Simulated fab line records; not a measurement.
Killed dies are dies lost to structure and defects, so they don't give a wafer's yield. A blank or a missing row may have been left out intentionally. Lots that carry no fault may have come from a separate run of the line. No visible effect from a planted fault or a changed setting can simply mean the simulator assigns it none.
fab line records	flow sky130
record lots=6	wafers=18	lastDay=50
route steps=708 shown CAP2M@604 METAL4@621 PAD_OPEN@708
lots untouched by any fault: they come from a run of this same line in which no faults occurred
startH: hours from the record's opening day to when the first of the lot's shown wafers began	waitH: hours from the lot's prior step to this one	" identical to the entry in the row above	L1.1+2: several wafers, shown together as one row	- no value, or no start given	* or withheld: withheld	< > ~ a bound
route shown NAME@n: a module of which the file shows steps, and the number in the route of the first	usual: the fault-free wafers' mean and standard deviation	same: alike in all rows	chamber/n: place in a boat	sites: the reading at each site	_std_site: standard deviation of those values	_edge_site: the outer-site mean with the inner-site mean subtracted	radiusMm: for every site, how far away it sits from the centre of the wafer	mask NAME#n: copy n	behind: the last tool/chamber to shape the wafer	hold: cause of the lot's hold/its duration in hours/its outcome	device: the transistor (n, p or np) that didn't switch	end of line: tests run on the same wafers once the route is complete	a step with no rows: only its recipe	killed: not the wafer's yield, but the dies lost to structure and defects at the first sort	map: per-die view of a wafer (x killed, . not killed, _ where there is no die)
set.NAME: the setting as run; set.NAME@STEP: as run at that earlier step	model.NAME: the simulator's own value behind a step, which no gauge read
certain route steps with their lots: each step a table, each wafer a row
services: when a tool's chamber went out of use (startH, in hours from the record's first day, below 0 if earlier), for how many hours, and the reason
## steps
# step SKY_CAP2M_THK_MEAS_01
# recipe reads=SiO2_of_CAP2M_CVD_00
# usual CAP2M_CVD_00_THK=15.41/0.21
lot.wafer	tool	chamber	startH	waitH	CAP2M_CVD_00_THK[nm]
L156.2	filmMetro-01	-	937.40	-	15.35
L156.4	"	-	"	"	15.56
L156.5	"	-	"	"	15.62
L160.1	filmMetro-03	-	961.84	-	15.41
L160.3	"	-	"	"	15.41
L160.4	"	-	"	"	15.74
L167.1	filmMetro-03	-	1013.74	-	15.35
L167.2	"	-	"	"	15.51
L167.6	"	-	"	"	15.76
L168.3	filmMetro-03	-	1015.63	-	15.20
L168.4	"	-	"	"	15.64
L168.5	"	-	"	"	15.65
L169.1	filmMetro-03	-	1019.86	-	15.40
L169.4	"	-	"	"	15.62
L169.5	"	-	"	"	15.63
L178.2	filmMetro-03	-	1080.25	-	15.62
L178.4	"	-	"	"	15.58
L178.5	"	-	"	"	15.59
# step SKY_CAP2M_SPUTTER_02
# recipe material=TiN	targetThkNm=200	tempC=300	powerW=6500	timeS=166.7	chamberPressurePa=0.4
# usual throttleValvePct=29.9/0.86
# same timeS=166.7
lot.wafer	tool	chamber	startH	waitH	throttleValvePct
L156.2	pvdSputter-03	-	937.45	0.0	30.0
L156.4	"	-	"	"	29.8
L156.5	"	-	"	"	30.0
L160.1	pvdSputter-02	-	961.90	0.1	29.3
L160.3	"	-	"	"	32.0
L160.4	"	-	"	"	29.8
L167.1	pvdSputter-03	-	1013.80	0.1	29.9
L167.2	"	-	"	"	29.6
L167.6	"	-	"	"	28.6
L168.3	pvdSputter-03	-	1015.67	0.0	29.8
L168.4	"	-	"	"	29.5
L168.5	"	-	"	"	30.0
L169.1	pvdSputter-02	-	1019.92	0.1	32.0
L169.4	"	-	"	"	29.5
L169.5	"	-	"	"	29.6
L178.2	pvdSputter-03	-	1080.30	0.0	28.6
L178.4	"	-	"	"	29.7
L178.5	"	-	"	"	28.5
# step SKY_CAP2M_RS_MEAS_03
# recipe thkMeasGauge=four-point-probe	reads=TiN_of_CAP2M_SPUTTER_02
# usual CAP2M_TIN_RS=6.87/0.068
lot.wafer	tool	chamber	startH	waitH	CAP2M_TIN_RS[ohm/sq]
L156.2	filmMetro-03	-	937.57	0.1	6.82
L156.4	"	-	"	"	6.83
L156.5	"	-	"	"	6.84
L160.1	filmMetro-03	-	962.01	0.1	6.84
L160.3	"	-	"	"	6.88
L160.4	"	-	"	"	6.88
L167.1	filmMetro-01	-	1013.91	0.1	6.92
L167.2	"	-	"	"	6.93
L167.6	"	-	"	"	6.87
L168.3	filmMetro-03	-	1015.82	0.1	6.83
L168.4	"	-	"	"	6.81
L168.5	"	-	"	"	6.84
L169.1	filmMetro-01	-	1020.03	0.1	6.88
L169.4	"	-	"	"	6.88
L169.5	"	-	"	"	6.89
L178.2	filmMetro-03	-	1080.43	0.1	6.83
L178.4	"	-	"	"	6.83
L178.5	"	-	"	"	6.82
# step SKY_CAP2M_THK_MEAS_04
# recipe thkMeasGauge=xrf	reads=TiN_of_CAP2M_SPUTTER_02
# usual CAP2M_TIN_THK=202.9/2.3
lot.wafer	tool	chamber	startH	waitH	CAP2M_TIN_THK[nm]
L156.2	filmMetro-03	-	937.68	0.1	205.0
L156.4	"	-	"	"	204.1
L156.5	"	-	"	"	203.8
L160.1	filmMetro-03	-	962.13	0.1	202.7
L160.3	"	-	"	"	201.0
L160.4	"	-	"	"	202.4
L167.1	filmMetro-01	-	1014.03	0.1	200.3
L167.2	"	-	"	"	199.9
L167.6	"	-	"	"	201.5
L168.3	filmMetro-03	-	1015.92	0.1	202.8
L168.4	"	-	"	"	204.1
L168.5	"	-	"	"	203.2
L169.1	filmMetro-01	-	1020.15	0.1	201.7
L169.4	"	-	"	"	201.7
L169.5	"	-	"	"	200.8
L178.2	filmMetro-03	-	1080.54	0.1	204.5
L178.4	"	-	"	"	205.0
L178.5	"	-	"	"	205.2
# step SKY_CAP2M_DEHYDRATE_05
# recipe tempC=200	timeS=60
# step SKY_CAP2M_HMDS_06
# recipe primeTimeS=60	primeTempC=120
# step SKY_CAP2M_COAT_07
# recipe resist=NOVOLAK	spinRpm=3000	resistThkNm=1140
# step SKY_CAP2M_SOFTBAKE_08
# recipe tempC=90.53	timeS=60	resist=NOVOLAK
# step SKY_CAP2M_EXPOSE_09
# recipe maskId=CAP2M	na=0.6	sourceShape=conventional	sigmaOuter=0.6	polarization=unpolarized	targetCdNm=1000	doseMj=159
# step SKY_CAP2M_PEB_10
# recipe tempC=withheld	timeS=*	resist=NOVOLAK
# step SKY_CAP2M_DEVELOP_11
# recipe resist=NOVOLAK	developer=TMAH	developTimeS=60	devTempC=23
# step SKY_CAP2M_OVL_MEAS_12
# usual CAP2M_OVL=0.1/1.5
lot.wafer	tool	chamber	startH	waitH	CAP2M_OVL[nm]
L156.2	overlay-01	-	960.91	0.1	-0.9
L156.4	"	-	"	"	1.3
L156.5	"	-	"	"	2.4
L160.1	overlay-01	-	985.60	0.1	0.4
L160.3	"	-	"	"	0.7
L160.4	"	-	"	"	0.8
L167.1	overlay-02	-	1036.12	0.1	-0.2
L167.2	"	-	"	"	0.2
L167.6	"	-	"	"	1.1
L168.3	overlay-02	-	1037.73	0.1	-3.4
L168.4	"	-	"	"	-3.2
L168.5	"	-	"	"	-2.4
L169.1	overlay-02	-	1043.05	0.1	0.1
L169.4	"	-	"	"	1.9
L169.5	"	-	"	"	0.8
L178.2	overlay-01	-	1100.18	0.1	-1.6
L178.4	"	-	"	"	2.2
L178.5	"	-	"	"	0.1
# step SKY_CAP2M_METAL_ETCH_13
# recipe targetDepthNm=220	stopOn=SiO2	chemistry=Cl2/BCl3	target=TiN	pressureMtorr=10	icpW=900	biasW=48.5	Cl2_flow_sccm=60	bcl3FlowSccm=30	timeS=62.9
# usual drypumpMotorCurrentA=5.4/0.32	oesProductAu=0.944/0.0072	rfFwdPowerW=893/3.5	throttleValvePct=21.900/0.0084
# same timeS=62.9
lot.wafer	tool	chamber	startH	waitH	drypumpMotorCurrentA	oesProductAu	rfFwdPowerW	rfHoursCounterH	throttleValvePct	model.NOVOLAK_of_CAP2M_COAT_07.thkNm	model.SiO2_of_CAP2M_CVD_00.thkNm
L156.2	rieMetal-03	0	960.94	0.0	5.1	0.943	896	7	21.897	996.7	15.37
L156.4	"	0	"	"	5.1	0.946	899	-	21.889	997.7	15.6
L156.5	"	1	"	"	5.4	0.952	898	-	21.896	992.7	15.64
L160.1	rieMetal-03	0	985.64	0.0	5.1	0.940	890	8	21.902	997.4	15.38
L160.3	"	1	"	"	5.4	0.943	893	-	21.891	991.1	15.39
L160.4	"	0	"	"	5.1	0.939	889	-	21.908	999.9	15.73
L167.1	rieMetal-03	0	1036.16	0.0	5.1	0.945	1036	10	21.903	981.9	12.55
L167.2	"	1	"	"	5.4	0.936	1040	19	21.891	977.7	12.66
L167.6	"	0	"	"	5.1	0.949	1042	-	21.899	974.1	12.93
L168.3	rieMetal-01	1	1037.78	0.0	5.1	0.942	896	-	21.885	992	15.26
L168.4	"	0	"	"	5.4	0.953	893	-	21.900	990.3	15.63
L168.5	"	1	"	"	5.1	0.947	896	-	21.905	987.2	15.67
L169.1	rieMetal-03	1	1043.09	0.0	5.4	0.936	1034	19	21.896	974	12.51
L169.4	"	1	"	"	5.4	0.939	1034	-	21.892	974.1	12.73
L169.5	"	0	"	"	5.1	0.943	1041	-	21.896	976.8	12.74
L178.2	rieMetal-04	0	1100.21	0.0	5.7	0.954	886	19	21.894	985.8	15.57
L178.4	"	0	"	"	5.7	0.952	886	-	21.898	987.2	15.58
L178.5	"	0	"	"	5.7	0.945	891	-	21.918	986.2	15.59
# step SKY_CAP2M_STRIP_14
# recipe chemistry=O2/N2	powerW=1400	pressureMtorr=1500	platenTempC=withheld	o2FlowSccm=3000	n2FlowSccm=300	overashFraction=0.5
# usual drypumpMotorCurrentA=5.7/0.54	oesProductAu=0.710/0.0048	stripTimeToEndpointS=12.65/0.041
lot.wafer	tool	chamber	startH	waitH	drypumpMotorCurrentA	oesProductAu	rfHoursCounterH	stripTimeToEndpointS
L156.2	plasmaAsher-04	1	961.02	0.1	5.3	0.710	80	12.68
L156.4	"	0	"	"	6.6	0.709	-	12.71
L156.5	"	0	"	"	6.6	0.707	-	12.66
L160.1	plasmaAsher-04	1	985.72	0.1	5.3	0.703	83	12.72
L160.3	"	1	"	"	5.3	0.705	-	12.63
L160.4	"	0	"	"	6.6	0.709	-	12.73
L167.1	plasmaAsher-03	1	1036.24	0.1	5.9	0.708	26	12.53
L167.2	"	0	"	"	6.1	0.712	26	12.47
L167.6	"	1	"	"	5.9	0.704	-	12.45
L168.3	plasmaAsher-02	0	1037.87	0.1	4.9	0.715	-	12.64
L168.4	"	1	"	"	5.5	0.703	-	12.63
L168.5	"	0	"	"	4.9	0.709	-	12.59
L169.1	plasmaAsher-03	1	1043.17	0.1	5.9	0.711	27	12.44
L169.4	"	0	"	"	6.1	0.713	-	12.44
L169.5	"	0	"	"	6.0	0.715	-	12.46
L178.2	plasmaAsher-03	1	1100.29	0.1	5.9	0.718	33	12.56
L178.4	"	1	"	"	5.9	0.705	-	12.58
L178.5	"	1	"	"	5.9	0.711	-	12.58
# step SKY_CAP2M_STRIP_15
# recipe chemistry=postEtchResidueRemover	timeS=1200	tempC=72.5
# step SKY_CAP2M_CLEAN_16
# recipe chemistry=IPA	timeS=180	tempC=25
# step SKY_CAP2M_CLEAN_17
# recipe chemistry=O3/DIW	dry=n2Spin
# step SKY_METAL4_DEHYDRATE_05
# recipe tempC=200	timeS=60
# step SKY_METAL4_HMDS_06
# recipe primeTimeS=60	primeTempC=120
# step SKY_METAL4_COAT_07
# recipe resist=BARC	tempC=withheld	timeS=withheld	spinRpm=3000	resistThkNm=60
# step SKY_METAL4_COAT_08
# recipe resist=KrF-thick	spinRpm=3000	resistThkNm=1140
# step SKY_METAL4_SOFTBAKE_09
# recipe tempC=100	timeS=90	resist=KrF-thick
# step SKY_METAL4_EXPOSE_10
# recipe maskId=MM4	na=0.68	sourceShape=annular	sigmaInner=0.4	sigmaOuter=0.8	targetCdNm=300	doseMj=28
# step SKY_METAL4_PEB_11
# recipe pebTempC=withheld	pebTimeS=withheld	resist=KrF-thick
# step SKY_METAL4_DEVELOP_12
# recipe developTimeS=60	resist=KrF-thick	devTempC=21
# step SKY_METAL4_CD_MEAS_13
# recipe targetCdNm=300
# usual cdNm=300.2/1.3
lot.wafer	tool	chamber	startH	waitH	cdNm
L156.2	cdSem-01	-	985.52	-	303.3
L156.4	"	-	"	"	303.2
L156.5	"	-	"	"	302.5
L160.1	cdSem-02	-	1009.20	-	299.9
L160.3	"	-	"	"	299.9
L160.4	"	-	"	"	298.2
L167.1	cdSem-01	-	1059.07	-	297.8
L167.2	"	-	"	"	297.2
L167.6	"	-	"	"	299.1
L168.3	cdSem-01	-	1060.34	-	299.8
L168.4	"	-	"	"	300.2
L168.5	"	-	"	"	301.3
L169.1	cdSem-01	-	1064.75	-	301.3
L169.4	"	-	"	"	300.5
L169.5	"	-	"	"	302.0
L178.2	cdSem-02	-	1119.74	-	299.4
L178.4	"	-	"	"	300.8
L178.5	"	-	"	"	299.6
# step SKY_METAL4_OVL_MEAS_14
# usual METAL4_OVL=0/5.4
lot.wafer	tool	chamber	startH	waitH	METAL4_OVL[nm]
L156.2	overlay-02	-	985.62	0.1	7
L156.4	"	-	"	"	5
L156.5	"	-	"	"	4
L160.1	overlay-02	-	1009.32	0.1	2
L160.3	"	-	"	"	-1
L160.4	"	-	"	"	2
L167.1	overlay-01	-	1059.19	0.1	0
L167.2	"	-	"	"	-10
L167.6	"	-	"	"	2
L168.3	overlay-02	-	1060.43	0.1	-7
L168.4	"	-	"	"	5
L168.5	"	-	"	"	4
L169.1	overlay-01	-	1064.87	0.1	0
L169.4	"	-	"	"	1
L169.5	"	-	"	"	-2
L178.2	overlay-01	-	1119.85	0.1	5
L178.4	"	-	"	"	-1
L178.5	"	-	"	"	-4
# step SKY_METAL4_DESCUM_15
# recipe chemistry=O2	sourcePowerW=150	biasPowerW=0	pressureMtorr=10	tempC=40	timeS=8
# usual drypumpMotorCurrentA=5.5/0.32	oesProductAu=1.003/0.009	tempC=40.00/0.12
# same timeS=8
lot.wafer	tool	chamber	startH	waitH	drypumpMotorCurrentA	oesProductAu	rfHoursCounterH	tempC
L156.2	rieMetal-02	1	985.65	0.0	5.3	1.002	15	39.97
L156.4	"	1	"	"	5.3	0.999	-	39.80
L156.5	"	0	"	"	5.4	1.009	-	40.20
L160.1	rieMetal-04	0	1009.36	0.0	5.7	1.000	13	40.00
L160.3	"	1	"	"	6.1	1.004	-	39.93
L160.4	"	0	"	"	5.7	1.004	-	39.82
L167.1	rieMetal-02	0	1059.22	0.0	5.3	1.001	24	40.05
L167.2	"	1	"	"	5.4	1.006	20	39.89
L167.6	"	0	"	"	5.4	1.004	-	40.10
L168.3	rieMetal-02	0	1060.47	0.0	5.3	1.008	-	40.10
L168.4	"	1	"	"	5.4	0.998	-	40.05
L168.5	"	0	"	"	5.4	1.006	-	40.25
L169.1	rieMetal-01	0	1064.91	0.0	5.4	1.002	22	40.06
L169.4	"	0	"	"	5.4	0.991	-	39.98
L169.5	"	0	"	"	5.4	1.002	-	40.03
L178.2	rieMetal-04	1	1119.88	0.0	6.0	0.993	11	39.92
L178.4	"	0	"	"	5.7	0.988	-	40.00
L178.5	"	1	"	"	6.1	1.013	-	39.78
# step SKY_METAL4_ETCH_16
# recipe chemistry=N2/H2	target=BARC	ionEnergyEv=200	biasW=100	pressureMtorr=30	n2FlowSccm=100	h2FlowSccm=200	icpW=500	stopOn=SiO2	timeS=88.2	targetDepthA=600
# usual drypumpMotorCurrentA=5.5/0.32	oesProductAu=0.626/0.0048	rfFwdPowerW=496.5/2	throttleValvePct=13.205/0.0089
# same timeS=88.2
lot.wafer	tool	chamber	startH	waitH	drypumpMotorCurrentA	oesProductAu	rfFwdPowerW	rfHoursCounterH	throttleValvePct
L156.2	rieMetal-02	1	985.69	0.0	5.4	0.639	496.6	15	13.196
L156.4	"	1	"	"	5.4	0.621	496.8	-	13.177
L156.5	"	0	"	"	5.4	0.626	496.0	-	13.203
L160.1	rieMetal-04	0	1009.39	0.0	5.7	0.623	494.6	13	13.206
L160.3	"	1	"	"	6.1	0.618	495.1	-	13.206
L160.4	"	0	"	"	5.7	0.623	495.5	-	13.223
L167.1	rieMetal-02	0	1059.26	0.0	5.4	0.623	491.2	24	13.203
L167.2	"	1	"	"	5.4	0.621	496.2	20	13.192
L167.6	"	0	"	"	5.3	0.634	494.6	-	13.203
L168.3	rieMetal-02	0	1060.52	0.0	5.3	0.623	496.1	-	13.193
L168.4	"	1	"	"	5.4	0.625	501.4	-	13.202
L168.5	"	0	"	"	5.4	0.629	496.0	-	13.207
L169.1	rieMetal-01	0	1064.94	0.0	5.4	0.629	497.1	23	13.212
L169.4	"	0	"	"	5.4	0.634	496.8	-	13.210
L169.5	"	0	"	"	5.4	0.624	498.7	-	13.214
L178.2	rieMetal-04	1	1119.91	0.0	6.1	0.622	496.2	11	13.201
L178.4	"	0	"	"	5.7	0.628	494.4	-	13.196
L178.5	"	1	"	"	6.1	0.630	497.9	-	13.206
# step SKY_METAL4_ETCH_17
# recipe target=SiO2	stopOn=TiN	chemistry=C4F8/O2/Ar	sourceW=1500	biasW=1200	pressureMtorr=40	c4f8FlowSccm=withheld	O2_flow_sccm=6	Ar_flow_sccm=300	timeS=3.9	targetDepthA=150
# usual oesProductAu=0.752/0.0067	rfFwdPowerW=1469/8.3
# same timeS=3.9
lot.wafer	tool	chamber	startH	waitH	oesProductAu	rfFwdPowerW	rfHoursCounterH
L156.2	rieDiel-04	3	985.78	0.1	0.750	1463	24
L156.4	"	1	"	"	0.759	1481	11
L156.5	"	0	"	"	0.754	1458	-
L160.1	rieDiel-03	0	1009.49	0.1	0.750	1476	16
L160.3	"	2	"	"	0.755	1466	8
L160.4	"	1	"	"	0.761	1465	18
L167.1	rieDiel-01	3	1059.36	0.1	0.677	1459	8
L167.2	"	2	"	"	0.691	1473	26
L167.6	"	3	"	"	0.695	1463	-
L168.3	rieDiel-03	2	1060.59	0.0	0.743	1470	9
L168.4	"	3	"	"	0.754	1483	10
L168.5	"	1	"	"	0.758	1466	-
L169.1	rieDiel-03	0	1065.04	0.1	0.679	1478	18
L169.4	"	3	"	"	0.690	1487	10
L169.5	"	3	"	"	0.687	1484	-
L178.2	rieDiel-03	2	1120.01	0.1	0.752	1474	12
L178.4	"	0	"	"	0.750	1478	-
L178.5	"	1	"	"	0.753	1463	-
# step SKY_METAL4_METAL_ETCH_18
# recipe targetDepthA=8450	stopOn=SiO2	overEtchFrac=0.3	timeS=183.1	chemistry=Cl2/BCl3	resistSidewallDeg=88	pressureMtorr=10	icpW=900	biasW=48.5	Cl2_flow_sccm=60	bcl3FlowSccm=30
# usual drypumpMotorCurrentA=5.4/0.32	oesProductAu=0.863/0.0062	rfFwdPowerW=897/3.2	throttleValvePct=22.264/0.0081
# same timeS=183.1
lot.wafer	tool	chamber	startH	waitH	drypumpMotorCurrentA	oesProductAu	rfFwdPowerW	rfHoursCounterH	throttleValvePct
L156.2	rieMetal-01	0	985.80	0.0	5.4	0.857	897	18	22.252
L156.4	"	0	"	"	5.4	0.868	896	-	22.263
L156.5	"	1	"	"	5.1	0.861	899	-	22.265
L160.1	rieMetal-02	0	1009.51	0.0	5.3	0.868	896	20	22.249
L160.3	"	1	"	"	5.3	0.861	893	-	22.267
L160.4	"	0	"	"	5.3	0.870	892	-	22.268
L167.1	rieMetal-04	1	1059.37	0.0	6.0	0.854	894	6	22.265
L167.2	"	0	"	"	5.7	0.873	903	16	22.263
L167.6	"	1	"	"	6.1	0.862	898	-	22.256
L168.3	rieMetal-04	1	1060.67	0.1	6.0	0.862	898	-	22.264
L168.4	"	0	"	"	5.7	0.859	897	-	22.257
L168.5	"	0	"	"	5.7	0.867	897	-	22.257
L169.1	rieMetal-04	0	1065.06	0.0	5.7	0.866	892	17	22.262
L169.4	"	1	"	"	6.1	0.861	897	-	22.267
L169.5	"	0	"	"	5.7	0.857	896	-	22.259
L178.2	rieMetal-01	1	1120.02	0.0	5.0	0.862	901	23	22.268
L178.4	"	1	"	"	5.1	0.859	902	-	22.276
L178.5	"	0	"	"	5.4	0.860	895	-	22.262
# step SKY_PAD_OPEN_PROBE_99
# usual defectLimitedYield=82.1/1.8	killed_at_M0_to_M3=44/6.2	killed_at_M4_up=3.3/1.7	killedAtContacts=24/4.9	killedAtFrontEnd=16/5	killedAtOther=0.3/0.48	killedDies=88/9	killedOpen=48/7	killedShort=39/6.1	sort_bin_3_pad_short=0.9/0.46	sort_bin_5_function=10.6/1.4	sort_bin_6_memory=6.4/1.1	sortNPass=404/9	sortYieldPct=82.1/1.8
# same grossDies=492	killedAtBackSide=0	sort_bin_4_leakage[%]=0	sort_bin_8_speed[%]=0
lot.wafer	tool	chamber	startH	waitH	defectLimitedYield[%]	killed_at_M0_to_M3	killed_at_M4_up	killedAtContacts	killedAtFrontEnd	killedAtOther	killedDies	killedOpen	killedShort	sort_bin_3_pad_short[%]	sort_bin_5_function[%]	sort_bin_6_memory[%]	sortNPass	sortYieldPct[%]	model.etest.capMim2.bvV	model.etest.capMim2.leakLog10ACm2
L156.5	prober-01	-	1081.82	0.2	86.4	28	2	21	16	0	67	37	30	1.0	8.3	4.3	425	86.4	13.96	-8.934
L160.1	prober-02	-	1102.77	0.1	82.9	41	1	30	12	0	84	40	43	1.0	11.2	4.9	408	82.9	13.56	-8.898
L160.3	prober-02	-	1102.87	0.2	83.9	38	3	31	7	0	79	45	34	0.4	9.1	6.5	413	83.9	13.93	-9.101
L167.1	prober-02	-	1142.89	0.1	82.5	37	4	22	23	0	86	42	44	1.4	10.4	5.7	406	82.5	12.88	-8.676
L167.2	prober-02	-	1142.94	0.1	79.3	50	3	27	21	1	102	61	40	1.4	11.4	7.9	390	79.3	12.9	-8.628
L167.6	prober-02	-	1143.14	0.2	81.5	48	4	25	14	0	91	56	35	0.6	11.8	6.1	401	81.5	13.66	-8.685
L168.3	prober-01	-	1145.05	0.2	81.7	49	2	16	22	1	90	50	38	0.4	11.4	6.5	402	81.7	13.38	-8.883
L168.4	prober-01	-	1145.10	0.2	81.3	39	3	25	25	0	92	46	44	0	11.4	7.3	400	81.3	14.41	-9.138
L168.5	prober-01	-	1145.15	0.2	80.5	46	2	21	27	0	96	52	39	0	12.4	7.1	396	80.5	14.11	-8.835
L169.1	prober-02	-	1150.44	0.1	83.9	40	2	21	16	0	79	44	34	0.4	8.3	7.3	413	83.9	13.36	-8.448
L169.4	prober-02	-	1150.59	0.2	81.3	41	4	23	23	1	92	42	50	0.8	11.0	6.9	400	81.3	12.86	-8.502
L169.5	prober-02	-	1150.64	0.2	81.7	46	7	24	13	0	90	56	33	0.4	9.8	8.1	402	81.7	13.72	-8.577
L178.2	prober-01	-	1197.24	0.1	80.5	55	5	24	12	0	96	54	42	1.8	10.2	7.5	396	80.5	14.08	-9.062
L178.4	prober-01	-	1197.34	0.2	81.1	55	0	22	16	0	93	48	45	1.2	12.4	5.3	399	81.1	13.88	-9.146
L178.5	prober-01	-	1197.39	0.2	81.7	37	3	30	20	0	90	46	44	1.2	9.8	7.3	402	81.7	14.04	-9.123
# killed by level:class
L156.5 CONTACT:geometricParticle:open=10 VIA2:geometricParticle:open=8 FIELD_ISO:geometricParticle:short=5 FIELD_ISO:geometricParticle:open=5 CONTACT:geometricParticle:short=5 VIA1:geometricParticle:open=4 VIA3:geometricParticle:short=3 POLY_GATE:geometricParticle:open=3
L160.1 CONTACT:geometricParticle:open=14 VIA1:geometricParticle:open=10 METAL1:geometricParticle:short=8 LOCAL_INTERCONNECT:geometricParticle:short=5 VIA2:geometricParticle:open=5 FIELD_ISO:geometricParticle:short=4 LI_CONTACT:geometricParticle:short=4 CONTACT:geometricParticle:short=4
L160.3 CONTACT:geometricParticle:open=13 VIA1:geometricParticle:open=11 VIA2:geometricParticle:open=8 METAL1:geometricParticle:short=6 LOCAL_INTERCONNECT:geometricParticle:short=5 CONTACT:geometricParticle:short=5 LI_CONTACT:geometricParticle:open=4 VIA2:geometricParticle:short=3
L167.1 VIA1:geometricParticle:open=9 FIELD_ISO:geometricParticle:short=7 LI_CONTACT:geometricParticle:open=7 CONTACT:geometricParticle:open=7 VIA1:geometricParticle:short=6 POLY_GATE:geometricParticle:open=5 CONTACT:geometricParticle:short=5 SPACER:geometricParticle:short=4
L167.2 VIA2:geometricParticle:open=12 VIA1:geometricParticle:open=11 CONTACT:geometricParticle:open=8 POLY_GATE:geometricParticle:open=7 LI_CONTACT:geometricParticle:open=6 VIA2:geometricParticle:short=6 FIELD_ISO:geometricParticle:short=5 METAL1:geometricParticle:short=5
L167.6 VIA1:geometricParticle:open=15 CONTACT:geometricParticle:open=10 VIA3:geometricParticle:open=8 LI_CONTACT:geometricParticle:open=6 VIA3:geometricParticle:short=6 POLY_GATE:geometricParticle:short=5 CONTACT:geometricParticle:short=5 POLY_GATE:geometricParticle:open=4
L168.3 VIA1:geometricParticle:open=15 METAL1:geometricParticle:short=7 FIELD_ISO:geometricParticle:open=6 LI_CONTACT:geometricParticle:open=6 VIA1:geometricParticle:short=5 POLY_GATE:geometricParticle:short=4 POLY_GATE:geometricParticle:open=4 CONTACT:geometricParticle:open=4
L168.4 CONTACT:geometricParticle:open=13 VIA3:geometricParticle:open=10 METAL2:geometricParticle:short=9 FIELD_ISO:geometricParticle:short=7 METAL1:geometricParticle:short=7 VIA1:geometricParticle:open=7 FIELD_ISO:geometricParticle:open=5 POLY_GATE:geometricParticle:short=5
L168.5 VIA1:geometricParticle:open=10 VIA3:geometricParticle:open=9 LI_CONTACT:geometricParticle:open=8 METAL1:geometricParticle:short=7 FIELD_ISO:geometricParticle:open=6 METAL2:geometricParticle:short=6 FIELD_ISO:geometricParticle:short=5 POLY_GATE:geometricParticle:open=5
L169.1 CONTACT:geometricParticle:open=11 VIA1:geometricParticle:open=9 VIA1:geometricParticle:short=8 METAL2:geometricParticle:short=7 LI_CONTACT:geometricParticle:open=5 POLY_GATE:geometricParticle:short=4 VIA3:geometricParticle:open=4 SPACER:geometricParticle:open=3
L169.4 CONTACT:geometricParticle:open=9 LOCAL_INTERCONNECT:geometricParticle:short=7 METAL2:geometricParticle:short=7 METAL1:geometricParticle:short=6 POLY_CUT:geometricParticle:open=5 VIA2:geometricParticle:short=5 VIA1:geometricParticle:short=5 VIA1:geometricParticle:open=5
L169.5 VIA1:geometricParticle:open=16 CONTACT:geometricParticle:open=12 METAL4:geometricParticle:short=6 POLY_GATE:geometricParticle:open=5 VIA2:geometricParticle:open=5 VIA3:geometricParticle:open=5 LI_CONTACT:geometricParticle:open=4 METAL2:geometricParticle:short=4
L178.2 CONTACT:geometricParticle:open=13 VIA3:geometricParticle:open=11 VIA1:geometricParticle:open=9 METAL2:geometricParticle:short=7 METAL1:geometricParticle:short=7 LI_CONTACT:geometricParticle:open=5 VIA2:geometricParticle:open=5 VIA3:geometricParticle:short=5
L178.4 VIA1:geometricParticle:open=15 CONTACT:geometricParticle:short=9 FIELD_ISO:geometricParticle:short=8 VIA3:geometricParticle:open=8 METAL1:geometricParticle:short=7 VIA2:geometricParticle:open=6 METAL2:geometricParticle:short=5 LI_CONTACT:geometricParticle:open=4
L178.5 CONTACT:geometricParticle:open=13 FIELD_ISO:geometricParticle:open=7 VIA1:geometricParticle:open=7 METAL1:geometricParticle:short=7 LI_CONTACT:geometricParticle:open=7 LOCAL_INTERCONNECT:geometricParticle:short=5 POLY_GATE:geometricParticle:short=4 METAL2:geometricParticle:short=4
## services
tool	chamber	startH	hours	kind
pvdSputter-02	-	924.27	0.6	repair
pvdSputter-02	-	928.96	2.4	repair
plasmaAsher-03	-	929.57	1.3	repair
rieDiel-01	2	932.46	9.6	repair
plasmaAsher-03	-	943.15	31.8	pm
rieDiel-01	-	948.90	2.8	pm
rieMetal-01	-	972.93	1.4	pm
rieDiel-01	3	974.73	2.5	repair
rieMetal-02	-	980.57	0.7	repair
rieDiel-04	2	999.28	11.2	repair
rieDiel-01	2	1012.72	1.4	repair
rieDiel-03	0	1025.74	2.8	repair
rieDiel-03	3	1030.00	6.4	repair
rieMetal-01	-	1043.05	17.6	repair
rieDiel-03	1	1052.36	5.1	repair
plasmaAsher-04	-	1058.49	2.7	repair
pvdSputter-02	-	1059.14	3.5	repair
pvdSputter-02	-	1065.89	18.9	repair
rieMetal-04	-	1066.28	0.4	repair
rieDiel-03	3	1068.35	9.0	repair
rieDiel-03	-	1104.50	0.8	repair
rieDiel-03	3	1109.66	14.7	repair
rieMetal-01	0	1114.53	1.9	repair
pvdSputter-02	-	1114.70	2.4	repair
## key
firstSign step=SKY_CAP2M_METAL_ETCH_13	reading=rfFwdPowerW	direction=up	sigmas=41	usual=893	struck=1038
effect step=SKY_CAP2M_STRIP_14	reading=stripTimeToEndpointS	direction=down	sigmas=4.5	usual=*	struck=*
effect step=SKY_METAL4_ETCH_17	reading=oesProductAu	direction=down	sigmas=9.7	usual=0.752	struck=0.686
modelEffect step=SKY_CAP2M_METAL_ETCH_13	value=NOVOLAK_of_CAP2M_COAT_07.thkNm	without=996.2	struck=976.4
modelEffect step=SKY_PAD_OPEN_PROBE_99	value=etest.capMim2.bvV	without=13.98	struck=13.23
metAt SKY_CAP2M_METAL_ETCH_13
struckWafers L167.1,L167.2,L167.6,L169.1,L169.4,L169.5
onsetBetween 985.64 1036.16
fault kind=processParameterDrift	tool=rieMetal-03	chamber=-	onsetH=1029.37	steps=SKY_CAP2M_METAL_ETCH_13	channel=icpW	offset=144	shape=step	endH=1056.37	actsIn=theseRecipesOnly	stated=900
